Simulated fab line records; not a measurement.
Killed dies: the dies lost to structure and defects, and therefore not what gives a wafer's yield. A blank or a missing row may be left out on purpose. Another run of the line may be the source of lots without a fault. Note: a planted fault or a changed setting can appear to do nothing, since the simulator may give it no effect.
fab line records	flow gf180mcu
record lots=5	wafers=23
route steps=602 shown V2@394 M3@413 V3@431 M4@456 V4@480
start-h: hours from the record's opening day to when the first of the lot's shown wafers began	wait-h: hours from the lot's prior step to this one	" same as the row above	L1.1+2: one row covering several wafers at once	- either no value or no given start	* or withheld: withheld	< > ~ a bound
route shown NAME@n: NAME is a module with steps in the file, n the number in the route of the first one	usual: mean/standard deviation of fault-free wafers	same: alike in all rows	chamber/n: place in a boat	sites: the reading at each site	_std_site: the values' standard deviation	_edge_site: outer sites' mean less inner sites'	radius-mm: how far each site lies from the wafer's centre	mask NAME#n: copy n	behind: the most recent tool/chamber to have shaped the wafer	hold: why the lot was held/for how many hours/how that ended	device: the n, p or np transistor that did not switch	end of line: the route-end tests of the same wafers	a step without rows: its recipe alone	killed: not the wafer's yield, but the dies lost to structure and defects at the first sort	map: dies across one wafer; x = killed, . = not, _ = none there
set.NAME: setting as actually run; set.NAME@STEP: the setting as run at that earlier step	model.NAME: the simulator's own value behind a step, which no gauge read
one table per step and one row per wafer, for lots whose settings were changed on purpose
## steps
# step GF_V2_PEB_12
# recipe peb-temp-c=135	peb-time-s=90	resist=KrF
lot.wafer	tool	chamber	start-h	wait-h	set.peb-time-s
L076.2+3+4	litho-track-03	0	-	-	90
L077.1+5	litho-track-03	0	-	-	99.64
L077.2+3+4	"	0	"	"	90
L080.1+4	litho-track-03	0	-	-	90
L080.2+3+6	"	0	"	"	101.7
L082.1+3+6	litho-track-04	0	-	-	90
L082.2+4	"	0	"	"	81.3
L083.2+3+6	litho-track-03	0	-	-	97.5
L083.4+5	"	0	"	"	90
# step GF_V2_DEVELOP_13
# recipe develop-time-s=60	resist=KrF	dev-temp-c=21
# step GF_V2_CD_MEAS_14
# recipe target-cd-nm=260
# usual cd-nm=260.0/0.91
lot.wafer	tool	chamber	start-h	wait-h	set.peb-time-s@V2_PEB_12	cd-nm
L076.2	cd-sem-01	-	470.43	0.1	90	260.9
L076.3	"	-	"	"	90	259.7
L076.4	"	-	"	"	90	260.0
L077.1	cd-sem-01	-	501.66	0.1	99.64	263.7
L077.2	"	-	"	"	90	261.0
L077.3	"	-	"	"	90	261.9
L077.4	"	-	"	"	90	259.6
L077.5	"	-	"	"	99.64	263.4
L080.1	cd-sem-01	-	536.41	0.1	90	260.2
L080.2	"	-	"	"	101.7	263.5
L080.3	"	-	"	"	101.7	262.5
L080.4	"	-	"	"	90	261.3
L080.6	"	-	"	"	101.7	263.0
L082.1	cd-sem-02	-	544.74	0.1	90	261.8
L082.2	"	-	"	"	81.3	258.2
L082.3	"	-	"	"	90	260.8
L082.4	"	-	"	"	81.3	257.6
L082.6	"	-	"	"	90	260.7
L083.2	cd-sem-01	-	551.78	0.1	97.5	261.1
L083.3	"	-	"	"	97.5	260.6
L083.4	"	-	"	"	90	258.6
L083.5	"	-	"	"	90	258.6
L083.6	"	-	"	"	97.5	260.1
# step GF_V2_ETCH_16
# recipe chemistry=N2/H2	target-depth-a=withheld	overetch-a=withheld	time-s=withheld	target=BARC	ion-energy-ev=200	source-w=500	bias-w=100	pressure-mtorr=30	n2-flow-sccm=100	h2-flow-sccm=200
lot.wafer	tool	chamber	start-h	wait-h	set.peb-time-s@V2_PEB_12	model.V2.cd-nm
L076.2	rie-diel-03	1	470.56	0.0	*	260.7
L076.3	"	0	"	"	*	260.3
L076.4	"	2	"	"	*	260
L077.1	rie-diel-01	2	501.81	0.0	*	264.4
L077.2	"	1	"	"	*	261.5
L077.3	"	0	"	"	*	261.2
L077.4	"	3	"	"	*	259.6
L077.5	"	2	"	"	*	264.2
L080.1	rie-diel-01	2	536.56	0.0	*	260.6
L080.2	"	3	"	"	*	262.9
L080.3+6	"	1,3	"	"	*	262.6
L080.4	"	0	"	"	*	260.7
L082.1	rie-diel-02	3	544.89	0.0	*	261.7
L082.2	"	1	"	"	*	258.8
L082.3	"	0	"	"	*	261.4
L082.4	"	0	"	"	*	257.8
L082.6	"	3	"	"	*	260.9
L083.2	rie-diel-02	3	551.91	0.0	*	261
L083.3	"	1	"	"	*	260.4
L083.4	"	1	"	"	*	259
L083.5	"	0	"	"	*	258.3
L083.6	"	3	"	"	*	259.7
# step GF_V2_ETCH_17
# recipe chemistry=C4F8/O2/Ar	mask-material=KrF	target=SiO2	stop-on=TiN	source-w=1500	bias-w=1200	pressure-mtorr=40	c4f8-flow-sccm=withheld	O2_flow_sccm=6	Ar_flow_sccm=300	time-s=withheld	target-depth-a=6300
lot.wafer	tool	chamber	start-h	wait-h	set.source-w	set.peb-time-s@V2_PEB_12	model.V2.cd-nm
L076.2+4	rie-diel-03	1,2	-	-	1500	*	260.3
L076.3	"	0	"	"	1500	*	260.8
L077.1	rie-diel-01	2	-	-	1593	*	264.3
L077.2	"	1	"	"	1500	*	261.7
L077.3	"	0	"	"	1500	*	260.6
L077.4	"	3	"	"	1593	*	259.4
L077.5	"	2	"	"	1500	*	263.8
L080.1	rie-diel-01	2	-	-	1500	*	260.3
L080.2	"	3	"	"	1500	*	262.6
L080.3	"	1	"	"	1500	*	263.4
L080.4	"	0	"	"	1552	*	260.4
L080.6	"	3	"	"	1552	*	262.6
L082.1	rie-diel-02	3	-	-	1500	*	262.1
L082.2	"	1	"	"	1500	*	258.5
L082.3	"	0	"	"	1449	*	261.8
L082.4	"	0	"	"	1449	*	258.2
L082.6	"	3	"	"	1500	*	261.1
L083.2	rie-diel-02	3	-	-	1435	*	261.2
L083.3	"	1	"	"	1435	*	259.7
L083.4	"	1	"	"	1500	*	258.6
L083.5	"	0	"	"	1435	*	258.5
L083.6	"	3	"	"	1500	*	260.1
# step GF_M3_SPUTTER_04
# recipe material=TiN	target-thk-nm=50	power-w=6500	time-s=41.7	chamber-pressure-pa=0.4
lot.wafer	tool	chamber	start-h	wait-h	set.time-s	model.TiN_of_M3_SPUTTER_04.thk-nm
L076.2	pvd-sputter-01	-	472.10	0.0	41.7	49.81
L076.3	"	-	"	"	41.7	50.43
L076.4	"	-	"	"	41.7	50.3
L077.1+2	pvd-sputter-02	-	503.35	0.0	37.45	45.06
L077.3	"	-	"	"	41.7	49.45
L077.4	"	-	"	"	37.45	44.63
L077.5	"	-	"	"	41.7	50.22
L080.1	pvd-sputter-03	-	538.10	0.0	41.7	49.8
L080.2	"	-	"	"	41.7	49.89
L080.3	"	-	"	"	41.7	49.16
L080.4	"	-	"	"	41.7	49.59
L080.6	"	-	"	"	41.7	49.33
L082.1	pvd-sputter-02	-	546.43	0.0	41.7	50.15
L082.2	"	-	"	"	44.75	54.14
L082.3	"	-	"	"	44.75	53.79
L082.4	"	-	"	"	44.75	53.69
L082.6	"	-	"	"	41.7	50.04
L083.2	pvd-sputter-01	-	553.45	0.0	41.7	50.92
L083.3	"	-	"	"	41.7	50.34
L083.4	"	-	"	"	41.7	51.25
L083.5	"	-	"	"	41.7	50.95
L083.6	"	-	"	"	41.7	51.09
# step GF_M3_EXPOSE_11
# recipe mask-id=Metal3	target-cd-nm=280	na=0.68	source-shape=conventional	sigma-outer=0.6	dose-mj=28
lot.wafer	tool	chamber	start-h	wait-h	mask	set.dose-mj
L076.2+3+4	krf-scanner-01	0	-	-	Metal3#0	28
L077.1+4+5	krf-scanner-01	0	-	-	Metal3#0	28
L077.2+3	"	0	"	"	Metal3#0	30.07
L080.1+2+6	krf-scanner-01	0	-	-	Metal3#0	26.98
L080.3+4	"	0	"	"	Metal3#0	28
L082.1+2	krf-scanner-01	0	-	-	Metal3#0	26.55
L082.3+4+6	"	0	"	"	Metal3#0	28
L083.2+3+4+5+6	krf-scanner-02	0	-	-	Metal3#0	28
# step GF_M3_DEVELOP_13
# recipe develop-time-s=60	dev-temp-c=21
lot.wafer	tool	chamber	start-h	wait-h	set.develop-time-s
L076.2+3+4	litho-track-04	0	496.31	0.2	60
L077.1+2+3	litho-track-04	0	526.39	0.2	60
L077.4+5	"	0	"	"	66.78
L080.1+2	litho-track-04	0	560.79	0.2	60
L080.3+4+6	"	0	"	"	66.25
L082.1+4+6	litho-track-03	0	568.31	0.2	68.64
L082.2+3	"	0	"	"	60
L083.2+3	litho-track-04	0	575.01	0.2	60
L083.4+5+6	"	0	"	"	62.87
# step GF_M3_CD_MEAS_14
# recipe target-cd-nm=280
# usual cd-nm=280.0/1.2
lot.wafer	tool	chamber	start-h	wait-h	set.dose-mj@M3_EXPOSE_11	cd-nm
L076.2	cd-sem-01	-	496.46	0.1	28	280.6
L076.3	"	-	"	"	28	279.7
L076.4	"	-	"	"	28	279.1
L077.1	cd-sem-02	-	526.54	0.1	28	279.5
L077.2	"	-	"	"	30.07	268.0
L077.3	"	-	"	"	30.07	268.7
L077.4	"	-	"	"	28	278.8
L077.5	"	-	"	"	28	278.0
L080.1	cd-sem-01	-	560.94	0.1	26.98	287.5
L080.2	"	-	"	"	26.98	288.0
L080.3	"	-	"	"	28	281.5
L080.4	"	-	"	"	28	282.7
L080.6	"	-	"	"	26.98	286.4
L082.1	cd-sem-01	-	568.46	0.1	26.55	285.7
L082.2	"	-	"	"	26.55	287.2
L082.3	"	-	"	"	28	279.0
L082.4	"	-	"	"	28	277.8
L082.6	"	-	"	"	28	279.0
L083.2	cd-sem-01	-	575.16	0.1	28	279.5
L083.3	"	-	"	"	28	278.7
L083.4	"	-	"	"	28	279.3
L083.5	"	-	"	"	28	279.0
L083.6	"	-	"	"	28	278.7
# step GF_V3_CVD_02
# recipe material=SiO2	target-thk-nm=850	precursor=TEOS	temp-c=400	time-s=94.851	rf-w=600
lot.wafer	tool	chamber	start-h	wait-h	set.time-s	model.SiO2_of_V3_CVD_02.thk-nm
L076.2	pecvd-02	2	497.40	0.0	94.851	852.5
L076.3	"	1	"	"	94.851	847.7
L076.4	"	2	"	"	94.851	862.6
L077.1	pecvd-01	1	527.61	0.1	94.851	847.9
L077.2	"	0	"	"	107.1	951
L077.3	"	2	"	"	107.1	943.1
L077.4	"	1	"	"	107.1	972.6
L077.5	"	0	"	"	94.851	849.3
L080.1	pecvd-02	1	561.91	0.1	100.8	895.2
L080.2	"	0	"	"	94.851	822.7
L080.3	"	2	"	"	100.8	893.9
L080.4	"	2	"	"	94.851	851.7
L080.6	"	1	"	"	94.851	856.2
L082.1	pecvd-02	1	569.41	0.1	88.72	801.1
L082.2	"	2	"	"	94.851	860.5
L082.3	"	0	"	"	94.851	850
L082.4	"	2	"	"	88.72	813.5
L082.6	"	1	"	"	94.851	876
L083.2	pecvd-01	2	576.07	0.0	105.3	937.6
L083.3	"	1	"	"	94.851	847.7
L083.4	"	1	"	"	94.851	858.3
L083.5	"	2	"	"	105.3	954.5
L083.6	"	0	"	"	105.3	956.3
# step GF_V3_THK_MEAS_03
# recipe reads=SiO2_of_V3_CVD_02
# usual V3_CVD_02_THK=854/12
lot.wafer	tool	chamber	start-h	wait-h	set.time-s@V3_CVD_02	V3_CVD_02_THK[nm]
L076.2	film-metro-02	-	497.48	0.0	94.851	852
L076.3	"	-	"	"	94.851	847
L076.4	"	-	"	"	94.851	862
L077.1	film-metro-02	-	527.68	0.0	94.851	847
L077.2	"	-	"	"	107.1	951
L077.3	"	-	"	"	107.1	942
L077.4	"	-	"	"	107.1	973
L077.5	"	-	"	"	94.851	849
L080.1	film-metro-02	-	561.98	0.0	100.8	895
L080.2	"	-	"	"	94.851	822
L080.3	"	-	"	"	100.8	893
L080.4	"	-	"	"	94.851	852
L080.6	"	-	"	"	94.851	856
L082.1	film-metro-03	-	569.48	0.0	88.72	802
L082.2	"	-	"	"	94.851	861
L082.3	"	-	"	"	94.851	850
L082.4	"	-	"	"	88.72	814
L082.6	"	-	"	"	94.851	877
L083.2	film-metro-03	-	576.15	0.0	105.3	938
L083.3	"	-	"	"	94.851	848
L083.4	"	-	"	"	94.851	858
L083.5	"	-	"	"	105.3	954
L083.6	"	-	"	"	105.3	957
# step GF_V3_CMP_04
# recipe material=SiO2	down-force-psi=4	platen-rpm=60	pad-velocity-m-s=0.94248
# usual time-to-endpoint-s=84/5.1
lot.wafer	tool	chamber	start-h	wait-h	set.time-s@V3_CVD_02	time-to-endpoint-s
L076.2	cmp-01	3	497.53	0.0	94.851	80
L076.3	"	1	"	"	94.851	75
L076.4	"	2	"	"	94.851	87
L077.4	cmp-02	1	527.74	0.0	107.1	130
L077.1	"	2	"	"	94.851	78
L077.2	"	3	"	"	107.1	119
L077.3	"	0	"	"	107.1	115
L077.5	"	2	"	"	94.851	80
L080.3	cmp-02	1	562.04	0.0	100.8	109
L080.1	"	2	"	"	100.8	101
L080.2	"	3	"	"	94.851	81
L080.4	"	0	"	"	94.851	89
L080.6	"	2	"	"	94.851	87
L082.3	cmp-02	3	569.76	0.2	94.851	83
L082.2	"	0	"	"	94.851	88
L082.1	"	1	"	"	88.72	69
L082.4	"	2	"	"	88.72	69
L082.6	"	0	"	"	94.851	95
L083.4	cmp-01	0	576.20	0.0	94.851	85
L083.3	"	1	"	"	94.851	80
L083.2	"	2	"	"	105.3	117
L083.6	"	0	"	"	105.3	120
L083.5	"	1	"	"	105.3	119
# step GF_V3_EXPOSE_11
# recipe mask-id=Via3	target-cd-nm=260	na=0.68	source-shape=conventional	sigma-outer=0.6	dose-mj=38
lot.wafer	tool	chamber	start-h	wait-h	mask	set.dose-mj
L076.2+3+4	krf-scanner-01	0	-	-	Via3#0	38
L077.1+2	krf-scanner-02	0	-	-	Via3#0	38
L077.3+4+5	"	0	"	"	Via3#0	39.5
L080.1+4	krf-scanner-01	0	-	-	Via3#0	35.77
L080.2+3+6	"	0	"	"	Via3#0	38
L082.1+2+4	krf-scanner-02	0	-	-	Via3#0	38
L082.3+6	"	0	"	"	Via3#0	38.96
L083.2+5	krf-scanner-02	0	-	-	Via3#0	40.5
L083.3+4+6	"	0	"	"	Via3#0	38
# step GF_V3_PEB_12
# recipe peb-temp-c=135	peb-time-s=90	resist=KrF
# step GF_V3_DEVELOP_13
# recipe develop-time-s=60	resist=KrF	dev-temp-c=21
# step GF_V3_CD_MEAS_14
# recipe target-cd-nm=260
# usual cd-nm=259.7/1.1
lot.wafer	tool	chamber	start-h	wait-h	set.dose-mj@V3_EXPOSE_11	cd-nm
L076.2	cd-sem-01	-	521.94	0.1	38	259.0
L076.3	"	-	"	"	38	258.0
L076.4	"	-	"	"	38	259.4
L077.1	cd-sem-01	-	550.49	0.1	38	258.8
L077.2	"	-	"	"	38	259.2
L077.3	"	-	"	"	39.5	263.1
L077.4	"	-	"	"	39.5	264.8
L077.5	"	-	"	"	39.5	264.4
L080.1	cd-sem-01	-	583.65	0.2	35.77	251.3
L080.2	"	-	"	"	38	260.0
L080.3	"	-	"	"	38	260.5
L080.4	"	-	"	"	35.77	250.3
L080.6	"	-	"	"	38	260.1
L082.1	cd-sem-01	-	591.69	0.1	38	259.0
L082.2	"	-	"	"	38	259.3
L082.3	"	-	"	"	38.96	263.7
L082.4	"	-	"	"	38	257.4
L082.6	"	-	"	"	38.96	262.1
L083.2	cd-sem-02	-	598.55	0.1	40.5	268.2
L083.3	"	-	"	"	38	258.3
L083.4	"	-	"	"	38	257.8
L083.5	"	-	"	"	40.5	267.9
L083.6	"	-	"	"	38	259.3
# step GF_V3_ETCH_16
# recipe chemistry=N2/H2	target-depth-a=withheld	overetch-a=withheld	time-s=withheld	target=BARC	ion-energy-ev=200	source-w=500	bias-w=100	pressure-mtorr=30	n2-flow-sccm=100	h2-flow-sccm=200
lot.wafer	tool	chamber	start-h	wait-h	set.dose-mj@V3_EXPOSE_11	model.V3.cd-nm
L076.2	rie-diel-02	2	522.07	0.0	38	259.2
L076.3	"	0	"	"	38	259.3
L076.4	"	3	"	"	38	260.6
L077.1	rie-diel-04	0	550.64	0.0	38	258.3
L077.2	"	1	"	"	38	259
L077.3	"	2	"	"	39.5	263.9
L077.4	"	3	"	"	39.5	263.7
L077.5	"	2	"	"	39.5	265.2
L080.1	rie-diel-02	2	583.81	0.0	35.77	250.7
L080.2	"	1	"	"	38	260.9
L080.3	"	0	"	"	38	261.2
L080.4	"	1	"	"	35.77	250.4
L080.6	"	2	"	"	38	258.7
L082.1	rie-diel-04	2	591.84	0.0	38	259.2
L082.2	"	1	"	"	38	260
L082.3	"	3	"	"	38.96	262.9
L082.4	"	0	"	"	38	257.7
L082.6	"	3	"	"	38.96	261.5
L083.2	rie-diel-03	1	598.69	0.0	40.5	267.8
L083.3	"	2	"	"	38	257.3
L083.4	"	0	"	"	38	258.2
L083.5	"	0	"	"	40.5	268.1
L083.6	"	3	"	"	38	259.1
# step GF_V3_ETCH_17
# recipe chemistry=C4F8/O2/Ar	mask-material=KrF	target=SiO2	stop-on=TiN	source-w=1500	bias-w=1200	pressure-mtorr=40	c4f8-flow-sccm=withheld	O2_flow_sccm=6	Ar_flow_sccm=300	time-s=withheld	target-depth-a=6350
lot.wafer	tool	chamber	start-h	wait-h	set.dose-mj@V3_EXPOSE_11	model.V3.cd-nm
L076.2	rie-diel-02	2	-	-	38	258.5
L076.3	"	0	"	"	38	258.7
L076.4	"	3	"	"	38	259.8
L077.1	rie-diel-04	0	-	-	38	257.7
L077.2	"	1	"	"	38	258.3
L077.3+4	"	2,3	"	"	39.5	264.3
L077.5	"	2	"	"	39.5	266.2
L080.1	rie-diel-02	2	-	-	35.77	250.7
L080.2+3	"	1,0	"	"	38	260.9
L080.4	"	1	"	"	35.77	250.2
L080.6	"	2	"	"	38	258.6
L082.1	rie-diel-04	2	-	-	38	259.6
L082.2	"	1	"	"	38	259.2
L082.3	"	3	"	"	38.96	263.7
L082.4	"	0	"	"	38	257.7
L082.6	"	3	"	"	38.96	262.4
L083.2	rie-diel-03	1	-	-	40.5	267.8
L083.3	"	2	"	"	38	257.7
L083.4	"	0	"	"	38	258.9
L083.5	"	0	"	"	40.5	268.9
L083.6	"	3	"	"	38	259.8
# step GF_M4_SPUTTER_00
# recipe material=Ti	target-thk-nm=37.5	arriving-ion-energy-ev=80	substrate-temp-c=200	chamber-pressure-pa=2	power-w=4000	time-s=150
lot.wafer	tool	chamber	start-h	wait-h	set.power-w	model.Ti_of_M4_SPUTTER_00.thk-nm
L076.2	pvd-sputter-04	-	523.43	0.2	4000	37.7
L076.3	"	-	"	"	4000	37.85
L076.4	"	-	"	"	4000	38.06
L077.1	pvd-sputter-02	-	552.08	0.2	4000	37.39
L077.2	"	-	"	"	4000	37.4
L077.3	"	-	"	"	4000	37.75
L077.4	"	-	"	"	4000	37.62
L077.5	"	-	"	"	4000	37.78
L080.1	pvd-sputter-01	-	585.20	0.2	4000	36.7
L080.2	"	-	"	"	4000	37.54
L080.3	"	-	"	"	4000	38.01
L080.4	"	-	"	"	4000	37.37
L080.6	"	-	"	"	4000	37.74
L082.1	pvd-sputter-01	-	593.28	0.2	4000	36.99
L082.2	"	-	"	"	3591	33.84
L082.3	"	-	"	"	3591	33.95
L082.4	"	-	"	"	3591	33.81
L082.6	"	-	"	"	4000	37.7
L083.2	pvd-sputter-01	-	600.07	0.1	4000	37.75
L083.3	"	-	"	"	4000	37.85
L083.4	"	-	"	"	4000	37.53
L083.5	"	-	"	"	3753	35.67
L083.6	"	-	"	"	3753	35.59
# step GF_M4_METAL_ETCH_16
# recipe chemistry=Cl2/BCl3	mask-material=KrF	target-depth-nm=627.5	stop-on=SiO2	pressure-mtorr=8	icp-w=800	bias-w=140	Cl2_flow_sccm=80	bcl3-flow-sccm=40	time-s=104.6
lot.wafer	tool	chamber	start-h	wait-h	set.icp-w	model.KrF_of_M4_COAT_09.thk-nm
L076.2	rie-metal-03	1	547.24	0.0	800	744.1
L076.3	"	1	"	"	800	745.2
L076.4	"	0	"	"	800	747.1
L077.1	rie-metal-03	1	574.44	0.0	894	714.8
L077.2	"	0	"	"	894	720.1
L077.3	"	1	"	"	800	748.6
L077.4	"	0	"	"	894	720.2
L077.5	"	0	"	"	800	742.5
L080.1	rie-metal-03	1	606.12	0.0	800	740.1
L080.2	"	0	"	"	800	743
L080.3	"	1	"	"	800	745.6
L080.4	"	0	"	"	800	741.9
L080.6	"	1	"	"	800	740.4
L082.1	rie-metal-02	1	614.31	0.0	800	738.7
L082.2+3	"	0	"	"	800	-
L082.4	"	1	"	"	713.2	-
L082.6	"	0	"	"	713.2	773.1
L083.2	rie-metal-02	1	620.72	0.0	800	740.9
L083.3	"	0	"	"	800	752.7
L083.4	"	1	"	"	894.9	712.9
L083.5+6	"	1,0	"	"	894.9	-
# step GF_M4_STRIP_17
# recipe chemistry=O2/N2	power-w=1400	pressure-mtorr=1500	platen-temp-c=250	o2-flow-sccm=3000	n2-flow-sccm=300	overash-fraction=0.5
# usual strip-time-to-endpoint-s=7.97/0.045
lot.wafer	tool	chamber	start-h	wait-h	set.icp-w@M4_METAL_ETCH_16	strip-time-to-endpoint-s
L076.2	plasma-asher-04	0	547.35	0.1	800	7.98
L076.3	"	0	"	"	800	7.97
L076.4	"	1	"	"	800	8.01
L077.1	plasma-asher-03	1	574.55	0.1	894	7.69
L077.2	"	0	"	"	894	7.74
L077.3	"	0	"	"	800	8.01
L077.4	"	1	"	"	894	7.73
L077.5	"	0	"	"	800	7.95
L080.1	plasma-asher-01	1	606.23	0.1	800	7.92
L080.2	"	0	"	"	800	7.93
L080.3	"	0	"	"	800	7.97
L080.4	"	1	"	"	800	7.94
L080.6	"	1	"	"	800	7.93
L082.1	plasma-asher-04	1	614.46	0.1	800	7.92
L082.2	"	0	"	"	800	7.96
L082.3	"	1	"	"	800	7.98
L082.4	"	0	"	"	713.2	8.12
L082.6	"	0	"	"	713.2	8.24
L083.2	plasma-asher-01	0	620.87	0.1	800	7.94
L083.3	"	0	"	"	800	8.05
L083.4	"	1	"	"	894.9	7.64
L083.5	"	0	"	"	894.9	7.69
L083.6	"	1	"	"	894.9	7.74
# step GF_V4_CMP_04
# recipe material=SiO2	down-force-psi=4	platen-rpm=60	pad-velocity-m-s=0.94248
# usual time-to-endpoint-s=79/5.2
lot.wafer	tool	chamber	start-h	wait-h	set.leave-above-ref-nm	time-to-endpoint-s	model.SiO2_of_V4_CVD_02.thk-nm
L076.3	cmp-02	0	548.23	0.1	632.5	79	632.6
L076.4	"	1	"	"	632.5	82	633.3
L076.2	"	2	"	"	632.5	76	631.4
L077.4	cmp-01	2	575.57	0.2	632.5	82	632.4
L077.2	"	3	"	"	667.7	66	668.1
L077.1	"	0	"	"	632.5	84	632.3
L077.3	"	1	"	"	667.7	66	667.4
L077.5	"	2	"	"	667.7	74	668.2
L080.4	cmp-01	1	607.04	0.0	585.9	91	584.6
L080.2	"	2	"	"	585.9	96	584.7
L080.3	"	3	"	"	632.5	75	631.4
L080.1	"	0	"	"	585.9	99	585.5
L080.6	"	2	"	"	632.5	76	632.7
L082.1	cmp-01	3	615.27	0.1	632.5	70	631.3
L082.4	"	0	"	"	661	63	660.2
L082.2	"	1	"	"	661	57	659.2
L082.3	"	2	"	"	632.5	73	632.1
L082.6	"	3	"	"	632.5	73	631.5
L083.4	cmp-01	3	621.70	0.0	632.5	81	631.4
L083.3	"	0	"	"	632.5	77	631.4
L083.2	"	2	"	"	632.5	74	632
L083.6	"	3	"	"	632.5	81	632.3
L083.5	"	0	"	"	632.5	77	633.1
## key
split step=GF_V2_PEB_12	setting=peb-time-s	stated=90	by=wafer
response step=GF_V2_CD_MEAS_14	reading=cd-nm	change=+0.238	per=1%	r=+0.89
response step=GF_V2_ETCH_16	reading=model.V2.cd-nm	change=+0.242	per=1%	r=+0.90
response step=GF_V2_ETCH_17	reading=model.V2.cd-nm	change=+0.262	per=1%	r=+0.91
split step=GF_V2_ETCH_17	setting=source-w	stated=1500	by=wafer
response none clear
split step=GF_M3_SPUTTER_04	setting=time-s	stated=41.7	by=wafer
response step=GF_M3_SPUTTER_04	reading=model.TiN_of_M3_SPUTTER_04.thk-nm	change=+0.494	per=1%	r=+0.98
split step=GF_M3_EXPOSE_11	setting=dose-mj	stated=28	by=wafer
response step=GF_M3_CD_MEAS_14	reading=cd-nm	change=-1.44	per=1%	r=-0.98
split step=GF_M3_DEVELOP_13	setting=develop-time-s	stated=60	by=wafer
response none clear
split step=GF_V3_CVD_02	setting=time-s	stated=94.851	by=wafer
response step=GF_V3_CVD_02	reading=model.SiO2_of_V3_CVD_02.thk-nm	change=+8.44	per=1%	r=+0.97
response step=GF_V3_THK_MEAS_03	reading=V3_CVD_02_THK	change=+8.44	per=1%	r=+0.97
response step=GF_V3_CMP_04	reading=time-to-endpoint-s	change=*	per=1%	r=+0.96
split step=GF_V3_EXPOSE_11	setting=dose-mj	stated=38	by=wafer
response step=GF_V3_CD_MEAS_14	reading=cd-nm	change=+1.5	per=1%	r=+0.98
response step=GF_V3_ETCH_16	reading=model.V3.cd-nm	change=+1.52	per=1%	r=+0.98
response step=GF_V3_ETCH_17	reading=model.V3.cd-nm	change=+1.58	per=1%	r=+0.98
split step=GF_M4_SPUTTER_00	setting=power-w	stated=4000	by=wafer
response step=GF_M4_SPUTTER_00	reading=model.Ti_of_M4_SPUTTER_00.thk-nm	change=+0.34	per=1%	r=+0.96
split step=GF_M4_METAL_ETCH_16	setting=icp-w	stated=800	by=wafer
response step=GF_M4_METAL_ETCH_16	reading=model.KrF_of_M4_COAT_09.thk-nm	change=-2.63	per=1%	r=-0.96
response step=GF_M4_STRIP_17	reading=strip-time-to-endpoint-s	change=*	per=1%	r=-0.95
split step=GF_V4_CMP_04	setting=leave-above-ref-nm	stated=632.5	by=wafer
response step=GF_V4_CMP_04	reading=time-to-endpoint-s	change=*	per=1%	r=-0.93
response step=GF_V4_CMP_04	reading=model.SiO2_of_V4_CVD_02.thk-nm	change=+6.36	per=1%	r=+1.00
